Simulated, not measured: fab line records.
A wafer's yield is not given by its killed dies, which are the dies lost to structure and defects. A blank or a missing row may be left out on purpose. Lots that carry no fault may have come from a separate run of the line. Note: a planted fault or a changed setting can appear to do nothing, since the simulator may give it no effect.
fab line records	flow sky130	part 1 of 2: steps 1 to 30 of 40
record lots=5	wafers=15	last-day=49
route steps=708 shown RES_PROTECT@211 POLY_GATE@213 LDD_N@237
lots with no fault: from the same line, run without faults
start-h: start of the lot's first displayed wafer, in hours after the record's first day	wait-h: how many hours have passed since the lot's step before this one	" the same as in the row above	L1.1+2: a single row standing in for several wafers	- either no value or no given start	* or withheld: withheld	< > ~ a bound
route shown NAME@n: a module of which the file shows steps, and the number in the route of the first	usual: mean/standard deviation taken from wafers without a fault	same: alike in all rows	chamber/n: place in a boat	sites: each site's reading	_std_site: the standard deviation of these	_edge_site: the outer-site mean with the inner-site mean subtracted	radius-mm: how far each site lies from the wafer's centre	mask NAME#n: copy n	behind: the tool/chamber that last shaped the wafer	hold: reason for holding the lot/hours on hold/outcome of the hold	device: the n, p or np transistor that did not switch	end of line: tests of these same wafers at the route's end	where a step has no rows: the recipe by itself	killed: at the first sort, the dies lost to defects and structure; wafer yield is something else	map: dies across one wafer; x = killed, . = not, _ = none there
set.NAME: setting as actually run; set.NAME@STEP: the setting as run at that earlier step	model.NAME: the simulator's own value behind a step, which no gauge read
certain route steps with their lots: each step a table, each wafer a row
services: when a tool's chamber went out of use (start-h, in hours from the record's first day, below 0 if earlier), for how many hours, and the reason
## steps
# step SKY_RES_PROTECT_PEB_05
# recipe temp-c=withheld	time-s=*	resist=NOVOLAK
lot.wafer	tool	chamber	start-h	wait-h
L074.1+4+5	litho-track-03	0	-	-
L075.1+4+5	litho-track-04	0	-	-
L076.2+3+4	litho-track-04	0	-	-
L091.2+4+6	litho-track-03	0	-	-
L092.2+4+6	litho-track-01	0	-	-
# step SKY_RES_PROTECT_DEVELOP_06
# recipe resist=NOVOLAK	developer=TMAH	develop-time-s=60	dev-temp-c=23
lot.wafer	tool	chamber	start-h	wait-h
L074.1+4+5	litho-track-03	0	332.08	0.1
L075.1+4+5	litho-track-04	0	349.33	0.1
L076.2+3+4	litho-track-04	0	353.61	0.1
L091.2+4+6	litho-track-03	0	491.15	0.1
L092.2+4+6	litho-track-01	0	496.61	0.1
# step SKY_POLY_GATE_IMPLANT_02
# recipe species=P	energy-kev=30	dose-cm2=7.7e+15	tilt-deg=0
# usual dose-ions-cm2=7.701e+15/8.7e+12
lot.wafer	tool	chamber	start-h	wait-h	dose-ions-cm2
L074.1	implanter-03	0	332.23	0.1	7.69e+15
L074.4	"	0	"	"	7.692e+15
L074.5	"	0	"	"	7.691e+15
L075.1	implanter-01	0	349.48	0.1	7.725e+15
L075.4	"	0	"	"	7.705e+15
L075.5	"	0	"	"	7.707e+15
L076.2	implanter-01	0	353.76	0.1	7.703e+15
L076.3	"	0	"	"	7.693e+15
L076.4	"	0	"	"	7.688e+15
L091.2	implanter-04	0	491.30	0.1	7.701e+15
L091.4	"	0	"	"	7.71e+15
L091.6	"	0	"	"	7.705e+15
L092.2	implanter-04	0	496.76	0.1	7.708e+15
L092.4	"	0	"	"	7.71e+15
L092.6	"	0	"	"	7.706e+15
# step SKY_RES_PROTECT_STRIP_07
# recipe chemistry=O2/N2	power-w=1400	pressure-mtorr=1500	platen-temp-c=withheld	o2-flow-sccm=3000	n2-flow-sccm=300	overash-fraction=0.5
# usual drypump-motor-current-A=6.0/0.34	oes-product-au=0.518/0.0047	strip-time-to-endpoint-s=23.33/0.039
lot.wafer	tool	chamber	start-h	wait-h	drypump-motor-current-A	oes-product-au	rf-hours-counter-h	strip-time-to-endpoint-s
L074.1	plasma-asher-02	0	332.38	0.1	5.5	0.521	22	23.42
L074.4	"	1	"	"	5.9	0.519	-	23.40
L074.5	"	1	"	"	6.0	0.516	-	23.40
L075.1	plasma-asher-03	0	349.63	0.1	6.5	0.507	68	23.27
L075.4	"	1	"	"	6.4	0.519	-	23.27
L075.5	"	1	"	"	6.4	0.520	-	23.31
L076.2	plasma-asher-02	0	353.88	0.1	5.5	0.512	24	23.32
L076.3	"	0	"	"	5.5	0.512	-	23.27
L076.4	"	1	"	"	5.9	0.513	-	23.28
L091.2	plasma-asher-01	1	491.43	0.1	5.6	0.510	60	23.31
L091.4	"	0	"	"	6.0	0.520	-	23.33
L091.6	"	1	"	"	5.6	0.511	-	23.31
L092.2	plasma-asher-02	1	496.88	0.1	6.0	0.526	40	23.36
L092.4	"	0	"	"	5.5	0.522	-	23.33
L092.6	"	0	"	"	5.5	0.526	-	23.32
# step SKY_RES_PROTECT_TW_MEAS_08
# usual POLY_GATE_TW=4021/25
lot.wafer	tool	chamber	start-h	wait-h	POLY_GATE_TW
L074.1	film-metro-03	-	332.48	0.1	4042
L074.4	"	-	"	"	4016
L074.5	"	-	"	"	4035
L075.1	film-metro-03	-	349.73	0.1	4026
L075.4	"	-	"	"	4029
L075.5	"	-	"	"	4011
L076.2	film-metro-02	-	353.99	0.1	4017
L076.3	"	-	"	"	4035
L076.4	"	-	"	"	4022
L091.2	film-metro-02	-	491.54	0.1	4030
L091.4	"	-	"	"	4031
L091.6	"	-	"	"	4029
L092.2	film-metro-03	-	496.99	0.1	4056
L092.4	"	-	"	"	4055
L092.6	"	-	"	"	4039
# step SKY_RES_PROTECT_CLEAN_09
# recipe chemistry=SC1/SC2	mix=1:4:20	temp-c=70	time-s=150	dry=n2-spin
lot.wafer	tool	chamber	start-h	wait-h
L074.1+4+5	wet-bench-03	0	332.54	0.1
L075.1+4+5	wet-bench-04	3	349.79	0.1
L076.2+3+4	wet-bench-03	2	354.04	0.0
L091.2+4+6	wet-bench-02	2	491.59	0.0
L092.2+4+6	wet-bench-03	0	497.04	0.0
# step SKY_POLY_GATE_CVD_03
# recipe material=Si3N4	precursor=DCS/NH3	target-thk-nm=75	temp-c=770	time-s=1290	pressure-mtorr=250
# usual pressure-mtorr=250.1/0.51	spike-tc-bottom-C=789.3/1.4	zone-power-lower-pct=12.7/0.67	zone-power-top-pct=26.6/2.7
lot.wafer	tool	chamber	start-h	wait-h	pressure-mtorr	spike-tc-bottom-C	zone-power-lower-pct	zone-power-top-pct
L074.1	lpcvd-02	0	333.76	1.2	250.5	791.7	13.1	23.9
L074.4	"	0	"	"	250.1	789.6	13.3	24.2
L074.5	"	0	"	"	249.9	789.6	13.6	24.1
L075.1	lpcvd-02	1	349.85	0.0	249.6	787.5	12.1	29.9
L075.4	"	1	"	"	250.0	787.9	12.2	29.8
L075.5	"	1	"	"	250.6	788.1	12.0	29.2
L076.2	lpcvd-02	1	354.09	0.0	250.0	788.4	12.1	29.4
L076.3	"	1	"	"	249.8	788.1	11.9	29.0
L076.4	"	1	"	"	250.3	789.4	12.0	29.2
L091.2	lpcvd-02	0	492.28	0.6	249.7	790.8	13.3	23.9
L091.4	"	0	"	"	250.0	791.6	13.3	24.1
L091.6	"	0	"	"	249.4	790.5	13.3	24.0
L092.2	lpcvd-02	0	497.09	0.0	250.2	791.8	13.4	23.8
L092.4	"	0	"	"	249.7	790.6	13.4	24.2
L092.6	"	0	"	"	250.3	789.2	13.4	23.7
# step SKY_POLY_GATE_THK_MEAS_04
# recipe reads=Si3N4_of_POLY_GATE_CVD_03
# usual POLY_GATE_CVD_03_THK=74.8/0.81
lot.wafer	tool	chamber	start-h	wait-h	POLY_GATE_CVD_03_THK[nm]
L074.1	film-metro-02	-	335.12	0.0	74.3
L074.4	"	-	"	"	73.6
L074.5	"	-	"	"	74.2
L075.1	film-metro-04	-	351.21	0.0	75.8
L075.4	"	-	"	"	76.1
L075.5	"	-	"	"	75.4
L076.2	film-metro-02	-	355.46	0.0	74.8
L076.3	"	-	"	"	75.9
L076.4	"	-	"	"	75.5
L091.2	film-metro-02	-	493.65	0.0	74.9
L091.4	"	-	"	"	74.4
L091.6	"	-	"	"	75.1
L092.2	film-metro-01	-	498.46	0.0	75.2
L092.4	"	-	"	"	74.2
L092.6	"	-	"	"	74.4
# step SKY_POLY_GATE_DEHYDRATE_05
# recipe temp-c=200	time-s=60
lot.wafer	tool	chamber	start-h	wait-h
L074.1+4+5	litho-track-03	0	348.18	13.0
L075.1+4+5	litho-track-03	0	364.83	13.6
L076.2+3+4	litho-track-04	0	369.11	13.6
L091.2+4+6	litho-track-03	0	507.65	14.0
L092.2+4+6	litho-track-02	0	513.37	14.9
# step SKY_POLY_GATE_HMDS_06
# recipe prime-time-s=60	prime-temp-c=120
# same prime-time-s=60
lot.wafer	tool	chamber	start-h	wait-h
L074.1+4+5	litho-track-03	0	348.33	0.1
L075.1+4+5	litho-track-03	0	364.98	0.1
L076.2+3+4	litho-track-04	0	369.26	0.1
L091.2+4+6	litho-track-03	0	507.80	0.1
L092.2+4+6	litho-track-02	0	513.52	0.1
# step SKY_POLY_GATE_COAT_07
# recipe resist=BARC	temp-c=withheld	time-s=withheld	spin-rpm=3000	resist-thk-nm=110
lot.wafer	tool	chamber	start-h	wait-h
L074.1+4+5	litho-track-03	0	348.48	0.1
L075.1+4+5	litho-track-03	0	365.13	0.1
L076.2+3+4	litho-track-04	0	369.41	0.1
L091.2+4+6	litho-track-03	0	507.95	0.1
L092.2+4+6	litho-track-02	0	513.67	0.1
# step SKY_POLY_GATE_COAT_08
# recipe resist=KrF-thick	spin-rpm=3000	resist-thk-nm=450
lot.wafer	tool	chamber	start-h	wait-h
L074.1+4+5	litho-track-03	0	-	-
L075.1+4+5	litho-track-03	0	-	-
L076.2+3+4	litho-track-04	0	-	-
L091.2+4+6	litho-track-03	0	-	-
L092.2+4+6	litho-track-02	0	-	-
# step SKY_POLY_GATE_SOFTBAKE_09
# recipe temp-c=100	time-s=90	resist=KrF-thick
lot.wafer	tool	chamber	start-h	wait-h
L074.1+4+5	litho-track-03	0	-	-
L075.1+4+5	litho-track-03	0	-	-
L076.2+3+4	litho-track-04	0	-	-
L091.2+4+6	litho-track-03	0	-	-
L092.2+4+6	litho-track-02	0	-	-
# step SKY_POLY_GATE_EXPOSE_10
# recipe mask-id=P1M	na=0.68	source-shape=conventional	sigma-outer=0.6	target-cd-nm=150	dose-mj=27.42
lot.wafer	tool	chamber	start-h	wait-h	mask
L074.1+4+5	krf-scanner-02	0	-	-	P1M#0
L075.1+4+5	krf-scanner-01	0	-	-	P1M#0
L076.2+3+4	krf-scanner-02	0	-	-	P1M#0
L091.2+4+6	krf-scanner-02	0	-	-	P1M#0
L092.2+4+6	krf-scanner-01	0	-	-	P1M#0
# step SKY_POLY_GATE_PEB_11
# recipe peb-temp-c=withheld	peb-time-s=withheld	resist=KrF-thick
lot.wafer	tool	chamber	start-h	wait-h
L074.1+4+5	litho-track-02	0	-	-
L075.1+4+5	litho-track-03	0	-	-
L076.2+3+4	litho-track-03	0	-	-
L091.2+4+6	litho-track-04	0	-	-
L092.2+4+6	litho-track-03	0	-	-
# step SKY_POLY_GATE_DEVELOP_12
# recipe develop-time-s=60	resist=KrF-thick	dev-temp-c=21
lot.wafer	tool	chamber	start-h	wait-h
L074.1+4+5	litho-track-02	0	-	-
L075.1+4+5	litho-track-03	0	-	-
L076.2+3+4	litho-track-03	0	-	-
L091.2+4+6	litho-track-04	0	-	-
L092.2+4+6	litho-track-03	0	-	-
# step SKY_POLY_GATE_CD_MEAS_13
# recipe target-cd-nm=150
# usual cd-nm=150.1/1.4
lot.wafer	tool	chamber	start-h	wait-h	cd-nm
L074.1	cd-sem-02	-	362.89	-	151.1
L074.4	"	-	"	"	151.8
L074.5	"	-	"	"	152.5
L075.1	cd-sem-01	-	379.98	-	149.2
L075.4	"	-	"	"	151.0
L075.5	"	-	"	"	149.6
L076.2	cd-sem-02	-	384.30	-	150.7
L076.3	"	-	"	"	150.4
L076.4	"	-	"	"	149.6
L091.2	cd-sem-02	-	524.05	-	152.3
L091.4	"	-	"	"	150.7
L091.6	"	-	"	"	151.6
L092.2	cd-sem-01	-	529.05	-	149.3
L092.4	"	-	"	"	150.3
L092.6	"	-	"	"	151.1
# step SKY_POLY_GATE_OVL_MEAS_14
# usual POLY_GATE_OVL=-1/5.3
lot.wafer	tool	chamber	start-h	wait-h	POLY_GATE_OVL[nm]
L074.1	overlay-02	-	363.01	0.1	-5
L074.4	"	-	"	"	-4
L074.5	"	-	"	"	-4
L075.1	overlay-02	-	380.10	0.1	3
L075.4	"	-	"	"	8
L075.5	"	-	"	"	-8
L076.2	overlay-02	-	384.41	0.1	5
L076.3	"	-	"	"	5
L076.4	"	-	"	"	2
L091.2	overlay-01	-	524.16	0.1	3
L091.4	"	-	"	"	-3
L091.6	"	-	"	"	4
L092.2	overlay-02	-	529.16	0.1	-1
L092.4	"	-	"	"	-2
L092.6	"	-	"	"	7
# step SKY_POLY_GATE_ETCH_15
# recipe chemistry=N2/H2	target=BARC	ion-energy-ev=200	source-w=500	bias-w=100	pressure-mtorr=30	n2-flow-sccm=100	h2-flow-sccm=200	stop-on=SiO2	time-s=118.5	target-depth-a=1100
# usual drypump-motor-current-A=5.6/0.37	oes-product-au=0.716/0.0044	throttle-valve-pct=13.212/0.01
lot.wafer	tool	chamber	start-h	wait-h	drypump-motor-current-A	oes-product-au	rf-hours-counter-h	throttle-valve-pct
L074.1	rie-diel-02	1	363.05	0.0	5.9	0.710	8	13.191
L074.4	"	0	"	"	6.2	0.718	-	13.216
L074.5	"	1	"	"	5.9	0.720	-	13.202
L075.1	rie-diel-03	1	380.14	0.0	5.6	0.706	33	13.201
L075.4	"	3	"	"	5.6	0.716	-	13.206
L075.5	"	2	"	"	4.8	0.718	-	13.229
L076.2	rie-diel-02	3	384.44	0.0	5.3	0.719	0	13.216
L076.3	"	2	"	"	5.8	0.715	50	13.215
L076.4	"	0	"	"	6.2	0.710	93	13.199
L091.2	rie-diel-04	3	524.19	0.0	5.4	0.718	12	13.217
L091.4	"	0	"	"	5.7	0.709	77	13.221
L091.6	"	3	"	"	5.4	0.713	-	13.207
L092.2	rie-diel-03	0	529.19	0.0	6.4	0.716	8	13.203
L092.4	"	1	"	"	5.6	0.706	37	13.204
L092.6	"	3	"	"	5.6	0.714	-	13.207
# step SKY_POLY_GATE_ETCH_16
# recipe stop-on=poly-Si	chemistry=CH3F/O2	target=Si3N4	source-w=400	bias-w=80	pressure-mtorr=25	ch3f-flow-sccm=40	O2_flow_sccm=30	time-s=147.5	target-depth-a=750
# usual drypump-motor-current-A=5.6/0.37	oes-product-au=0.640/0.0049	throttle-valve-pct=10.535/0.01
lot.wafer	tool	chamber	start-h	wait-h	drypump-motor-current-A	oes-product-au	rf-hours-counter-h	throttle-valve-pct
L074.1	rie-diel-02	1	363.13	0.0	5.9	0.637	8	10.533
L074.4	"	0	"	"	6.2	0.639	-	10.530
L074.5	"	1	"	"	5.9	0.639	-	10.532
L075.1	rie-diel-03	1	380.22	0.0	5.5	0.650	34	10.537
L075.4	"	3	"	"	5.6	0.653	-	10.519
L075.5	"	2	"	"	4.8	0.641	-	10.547
L076.2	rie-diel-02	3	384.52	0.0	5.3	0.643	0	10.535
L076.3	"	2	"	"	5.8	0.637	50	10.538
L076.4	"	0	"	"	6.2	0.644	93	10.538
L091.2	rie-diel-04	3	524.27	0.0	5.4	0.645	13	10.517
L091.4	"	0	"	"	5.7	0.642	77	10.538
L091.6	"	3	"	"	5.4	0.641	-	10.532
L092.2	rie-diel-03	0	529.27	0.0	6.3	0.644	8	10.534
L092.4	"	1	"	"	5.6	0.635	37	10.539
L092.6	"	3	"	"	5.6	0.641	-	10.534
# step SKY_POLY_GATE_ETCH_17
# recipe target-depth-nm=180	stop-on=SiO2	over-etch-frac=0.56667	chemistry=HBr/Cl2	target=poly-Si	icp-w=400	bias-w=100	pressure-mtorr=10	HBr_flow_sccm=150	Cl2_flow_sccm=50	time-s=70.5
# usual drypump-motor-current-A=5.33/0.24	oes-product-au=0.988/0.0066	throttle-valve-pct=33.685/0.0083
lot.wafer	tool	chamber	start-h	wait-h	drypump-motor-current-A	oes-product-au	rf-hours-counter-h	throttle-valve-pct
L074.1	rie-si-01	2	363.23	0.0	5.16	0.995	49	33.688
L074.4	"	1	"	"	5.57	0.995	76	33.689
L074.5	"	2	"	"	5.18	0.993	-	33.672
L075.1	rie-si-01	1	380.32	0.0	5.57	0.996	76	33.691
L075.4	"	3	"	"	5.25	0.987	2	33.684
L075.5	"	0	"	"	5.04	0.977	-	33.667
L076.2	rie-si-01	3	384.62	0.0	5.24	0.987	2	33.680
L076.3	"	1	"	"	5.60	0.990	76	33.675
L076.4	"	2	"	"	5.12	0.986	50	33.692
L091.2	rie-si-02	0	524.37	0.0	5.03	0.996	0	33.685
L091.4	"	2	"	"	5.45	0.998	2	33.673
L091.6	"	2	"	"	5.48	0.984	-	33.677
L092.2	rie-si-01	3	529.37	0.0	5.24	0.983	3	33.675
L092.4	"	0	"	"	5.02	0.983	-	33.682
L092.6	"	3	"	"	5.23	0.990	-	33.686
# step SKY_POLY_GATE_STRIP_18
# recipe chemistry=O2/N2	power-w=1400	pressure-mtorr=1500	platen-temp-c=withheld	o2-flow-sccm=3000	n2-flow-sccm=300	overash-fraction=0.5
# usual drypump-motor-current-A=6.1/0.43	oes-product-au=0.362/0.0053	strip-time-to-endpoint-s=3.19/0.044
lot.wafer	tool	chamber	start-h	wait-h	drypump-motor-current-A	oes-product-au	rf-hours-counter-h	strip-time-to-endpoint-s
L074.1	plasma-asher-02	1	363.29	0.0	6.0	0.368	25	3.25
L074.4	"	0	"	"	5.5	0.368	-	3.26
L074.5	"	0	"	"	5.5	0.370	-	3.25
L075.1	plasma-asher-02	0	380.37	0.0	5.5	0.348	27	3.19
L075.4	"	0	"	"	5.5	0.353	-	3.21
L075.5	"	1	"	"	6.0	0.362	-	3.24
L076.2	plasma-asher-02	1	384.67	0.0	5.9	0.370	27	3.22
L076.3	"	1	"	"	6.0	0.353	-	3.15
L076.4	"	0	"	"	5.5	0.368	-	3.21
L091.2	plasma-asher-03	0	524.43	0.0	6.4	0.363	10	3.22
L091.4	"	1	"	"	6.4	0.351	-	3.16
L091.6	"	1	"	"	6.4	0.370	-	3.22
L092.2	plasma-asher-02	0	529.42	0.0	5.5	0.358	42	3.14
L092.4	"	1	"	"	6.0	0.359	-	3.14
L092.6	"	1	"	"	6.0	0.363	-	3.22
# step SKY_POLY_GATE_CLEAN_19
# recipe chemistry=SC1/SC2	mix=1:4:20	temp-c=70	time-s=150	dry=n2-spin
lot.wafer	tool	chamber	start-h	wait-h
L074.1+4+5	wet-bench-02	3	363.39	0.1
L075.1+4+5	wet-bench-04	0	380.47	0.1
L076.2+3+4	wet-bench-04	3	384.77	0.1
L091.2+4+6	wet-bench-04	1	524.53	0.1
L092.2+4+6	wet-bench-01	0	529.52	0.1
# step SKY_POLY_GATE_OXIDATION_20
# recipe temp-c=850	ambient=O2	stabilise-s=600	purge-s=300	target-thk-a=40	ox-time-s=899
# usual spike-tc-bottom-C=873.1/0.96	zone-power-lower-pct=15.74/0.19	zone-power-top-pct=32/3.4
# same purge-s=300
lot.wafer	tool	chamber	start-h	wait-h	spike-tc-bottom-C	zone-power-lower-pct	zone-power-top-pct
L074.1	furnace-01	0	363.92	0.5	873.3	15.55	35
L074.4	"	0	"	"	872.5	15.82	35
L074.5	"	0	"	"	874.7	15.90	35
L075.1	furnace-01	0	381.63	1.1	873.8	16.06	34
L075.4	"	0	"	"	874.0	15.59	34
L075.5	"	0	"	"	873.2	15.94	35
L076.2	furnace-02	0	385.54	0.7	873.4	15.61	28
L076.3	"	0	"	"	874.2	15.56	28
L076.4	"	0	"	"	873.7	15.58	28
L091.2	furnace-01	0	524.87	0.3	875.0	15.96	35
L091.4	"	0	"	"	874.1	15.89	34
L091.6	"	0	"	"	872.8	15.55	34
L092.2	furnace-02	0	529.61	0.0	872.0	15.71	28
L092.4	"	0	"	"	872.8	15.78	28
L092.6	"	0	"	"	870.9	15.77	28
# step SKY_POLY_GATE_THK_MEAS_21
# recipe reads=SiO2_of_POLY_GATE_OXIDATION_20
# usual POLY_GATE_OXIDATION_THK=3.98/0.067
lot.wafer	tool	chamber	start-h	wait-h	POLY_GATE_OXIDATION_THK[nm]
L074.1	film-metro-04	-	365.17	0.0	4.07
L074.4	"	-	"	"	3.99
L074.5	"	-	"	"	4.00
L075.1	film-metro-01	-	382.88	0.0	4.02
L075.4	"	-	"	"	3.92
L075.5	"	-	"	"	3.98
L076.2	film-metro-04	-	386.80	0.0	4.02
L076.3	"	-	"	"	4.15
L076.4	"	-	"	"	4.03
L091.2	film-metro-04	-	526.13	0.0	3.89
L091.4	"	-	"	"	3.93
L091.6	"	-	"	"	3.86
L092.2	film-metro-01	-	530.87	0.0	4.04
L092.4	"	-	"	"	3.98
L092.6	"	-	"	"	3.98
# step SKY_POLY_GATE_CD_MEAS_22
# usual cd-nm=150.0/2.2
lot.wafer	tool	chamber	start-h	wait-h	cd-nm
L074.1	cd-sem-01	-	365.23	0.1	150.5
L074.4	"	-	"	"	152.9
L074.5	"	-	"	"	151.5
L075.1	cd-sem-01	-	382.94	0.1	149.6
L075.4	"	-	"	"	151.5
L075.5	"	-	"	"	147.9
L076.2	cd-sem-01	-	386.88	0.1	148.3
L076.3	"	-	"	"	150.4
L076.4	"	-	"	"	148.6
L091.2	cd-sem-01	-	526.21	0.1	152.7
L091.4	"	-	"	"	146.6
L091.6	"	-	"	"	149.4
L092.2	cd-sem-01	-	530.95	0.1	150.6
L092.4	"	-	"	"	149.5
L092.6	"	-	"	"	151.7
# step SKY_LDD_N_DEHYDRATE_00
# recipe temp-c=200	time-s=60
lot.wafer	tool	chamber	start-h	wait-h
L074.1+4+5	litho-track-02	0	379.34	14.1
L075.1+4+5	litho-track-03	0	397.03	14.1
L076.2+3+4	litho-track-02	0	401.57	14.7
L091.2+4+6	litho-track-02	0	540.17	13.9
L092.2+4+6	litho-track-03	0	545.30	14.3
# step SKY_LDD_N_HMDS_01
# recipe prime-time-s=60	prime-temp-c=120
# same prime-time-s=60
lot.wafer	tool	chamber	start-h	wait-h
L074.1+4+5	litho-track-02	0	379.49	0.1
L075.1+4+5	litho-track-03	0	397.18	0.1
L076.2+3+4	litho-track-02	0	401.72	0.1
L091.2+4+6	litho-track-02	0	540.32	0.1
L092.2+4+6	litho-track-03	0	545.45	0.1
# step SKY_LDD_N_COAT_02
# recipe resist=NOVOLAK	spin-rpm=3000	resist-thk-nm=300
lot.wafer	tool	chamber	start-h	wait-h
L074.1+4+5	litho-track-02	0	379.64	0.1
L075.1+4+5	litho-track-03	0	397.33	0.1
L076.2+3+4	litho-track-02	0	401.87	0.1
L091.2+4+6	litho-track-02	0	540.47	0.1
L092.2+4+6	litho-track-03	0	545.60	0.1
# step SKY_LDD_N_SOFTBAKE_03
# recipe temp-c=90	time-s=60	resist=NOVOLAK
lot.wafer	tool	chamber	start-h	wait-h
L074.1+4+5	litho-track-02	0	379.79	0.1
L075.1+4+5	litho-track-03	0	397.48	0.1
L076.2+3+4	litho-track-02	0	402.02	0.1
L091.2+4+6	litho-track-02	0	540.62	0.1
L092.2+4+6	litho-track-03	0	545.75	0.1
